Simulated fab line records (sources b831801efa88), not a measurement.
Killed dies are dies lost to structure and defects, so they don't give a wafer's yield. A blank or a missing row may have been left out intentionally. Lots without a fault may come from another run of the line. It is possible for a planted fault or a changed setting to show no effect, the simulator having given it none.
Which tool did it?	flow gf180mcu	14 lots, 42 wafers sampled, at 4 steps of a route of 602

WHAT EACH GAUGE READ, for each wafer
GF_V5_CD_MEAS_14: target cd 260 nm.
lot	measured	on	cdNm (nm)
L397	day 28 02:59	cdSem-02	260.8 260.3 260.8
L398	day 28 12:20	cdSem-02	260.3 259.6 260.8
L400	day 29 03:13	cdSem-01	258.5 259.8 257.7
L403	day 29 19:03	cdSem-01	261.8 263.3 262.8
L404	day 30 09:41	cdSem-02	259.6 258.3 257.8
L405	day 30 10:28	cdSem-02	259.9 259.6 260.7
L406	day 30 18:49	cdSem-02	258.8 260.0 259.0
L408	day 31 10:41	cdSem-02	258.7 259.0 260.5
L412	day 32 05:52	cdSem-01	260.1 260.6 260.2
L414	day 32 20:15	cdSem-01	262.3 261.6 260.9
L415	day 32 22:06	cdSem-02	259.6 258.4 259.7
L417	day 33 06:43	cdSem-01	261.8 260.9 261.6
L418	day 33 15:10	cdSem-02	260.3 260.1 260.9
L420	day 34 03:24	cdSem-02	259.9 259.8 259.0

GF_PASSIVATION_THK_MEAS_01.
lot	measured	on	PASSIVATION_CVD_00_THK (nm)
L397	day 29 01:53	filmMetro-03	982 991 1013
L398	day 29 10:01	filmMetro-01	1024 1021 1012
L400	day 30 01:19	filmMetro-04	1011 1013 1020
L403	day 30 17:19	filmMetro-01	1001 1006 997
L404	day 31 06:42	filmMetro-03	1003 1028 1031
L405	day 31 07:41	filmMetro-03	987 1001 1012
L406	day 31 15:34	filmMetro-01	1007 1006 1021
L408	day 32 07:03	filmMetro-03	1008 1025 1023
L412	day 33 01:39	filmMetro-04	991 1003 1022
L414	day 33 14:58	filmMetro-04	1007 1005 1008
L415	day 33 17:29	filmMetro-03	994 1013 1012
L417	day 34 01:19	filmMetro-01	995 1003 1003
L418	day 34 09:38	filmMetro-03	1004 1016 1012
L420	day 34 19:44	filmMetro-03	997 1007 1023

WHAT TOOL EACH LOT RAN ON (gives the tool, then ch and the chambers of the sampled wafers, and finally the start)
lot	GF_LVPWELL_STRIP_10	GF_TOP_METAL_SPUTTER_04
L397	plasmaAsher-01 ch 0,1, day 4 06:52	pvdSputter-01, day 28 04:42
L398	plasmaAsher-03 ch 0,1, day 4 07:15	pvdSputter-01, day 28 13:59
L400	plasmaAsher-03 ch 0,1, day 4 22:04	pvdSputter-01, day 29 04:56
L403	plasmaAsher-03 ch 0,1, day 5 10:49	pvdSputter-02, day 29 20:50
L404	plasmaAsher-01 ch 0,1, day 5 16:07	pvdSputter-02, day 30 11:25
L405	plasmaAsher-03 ch 0,1, day 5 20:01	pvdSputter-02, day 30 12:11
L406	plasmaAsher-03 ch 1, day 6 03:40	pvdSputter-04, day 30 20:34
L408	plasmaAsher-03 ch 0,1, day 6 13:16	pvdSputter-01, day 31 12:23
L412	plasmaAsher-01 ch 0,1, day 7 10:04	pvdSputter-01, day 32 07:35
L414	plasmaAsher-02 ch 0,1, day 7 23:04	pvdSputter-04, day 32 21:59
L415	plasmaAsher-02 ch 0,1, day 8 05:12	pvdSputter-04, day 33 00:10
L417	plasmaAsher-02 ch 0,1, day 8 16:49	pvdSputter-04, day 33 08:33
L418	plasmaAsher-02 ch 0,1, day 8 21:01	pvdSputter-02, day 33 17:08
L420	plasmaAsher-02 ch 0,1, day 9 10:41	pvdSputter-02, day 34 05:08
- GF_LVPWELL_STRIP_10: strips in O2/N2.
- GF_TOP_METAL_SPUTTER_04: material TiN, target thk 25 nm, time 20.8 s.

AS READ BY THE TOOLS THEMSELVES (means over the sampled wafers that have a number; for cases with no such wafer, the mark the record gives instead)
GF_LVPWELL_STRIP_10.
lot	tool	drypumpMotorCurrentA (A)	heaterPowerW (W)	oesProductAu (a.u.)	stripTimeToEndpointS (s)
L397	plasmaAsher-01	5.7	316	0.722	37.04
L398	plasmaAsher-03	5.9	326	0.723	37.16
L400	plasmaAsher-03	5.5	313	0.723	37.12
L403	plasmaAsher-03	5.9	324	0.720	36.87
L404	plasmaAsher-01	5.7	320	0.721	37.05
L405	plasmaAsher-03	5.9	326	0.722	37.05
L406	plasmaAsher-03	5.2	312	0.725	37.00
L408	plasmaAsher-03	5.9	325	0.720	37.12
L412	plasmaAsher-01	5.4	321	0.722	36.97
L414	plasmaAsher-02	5.5	328	0.723	37.02
L415	plasmaAsher-02	5.5	330	0.725	37.12
L417	plasmaAsher-02	5.5	329	0.721	36.86
L418	plasmaAsher-02	5.3	334	0.719	37.06
L420	plasmaAsher-02	5.5	328	0.719	37.04

GF_TOP_METAL_SPUTTER_04.
lot	tool	throttleValvePct (%)
L397	pvdSputter-01	30.5
L398	pvdSputter-01	30.4
L400	pvdSputter-01	30.2
L403	pvdSputter-02	29.9
L404	pvdSputter-02	30.1
L405	pvdSputter-02	30.3
L406	pvdSputter-04	28.5
L408	pvdSputter-01	30.0
L412	pvdSputter-01	30.6
L414	pvdSputter-04	29.1
L415	pvdSputter-04	30.2
L417	pvdSputter-04	29.4
L418	pvdSputter-02	30.1
L420	pvdSputter-02	29.9

THE ANSWER, worked out from the rows above alone
Rule: what is usual is taken from the lots themselves. Put in order of their means at a reading, lots are off if they are a third of the lots or fewer, leave a main group of 4 or more, and stand apart from it by a gap of 3 or more times the standard deviation of the main group's means; of several such gaps the widest counts. A main group whose means are all the same, to the digits that the tables above print for the reading, isn't used. A lot without any number at a reading at which 4 lots or more have one is off too. Where the step has rows for the other lots, those lots are counted as sound. Order of review: gauges by route order, followed by the tools' own readings, for which a lot's mean as printed above is used. The first step at which some lot is off is used, and at that step the reading that is off furthest; a lot without a number counts as furthest.
No lot is off at any reading shown: from this, nothing can be told.

WHAT THE SIMULATOR HAD PUT IN
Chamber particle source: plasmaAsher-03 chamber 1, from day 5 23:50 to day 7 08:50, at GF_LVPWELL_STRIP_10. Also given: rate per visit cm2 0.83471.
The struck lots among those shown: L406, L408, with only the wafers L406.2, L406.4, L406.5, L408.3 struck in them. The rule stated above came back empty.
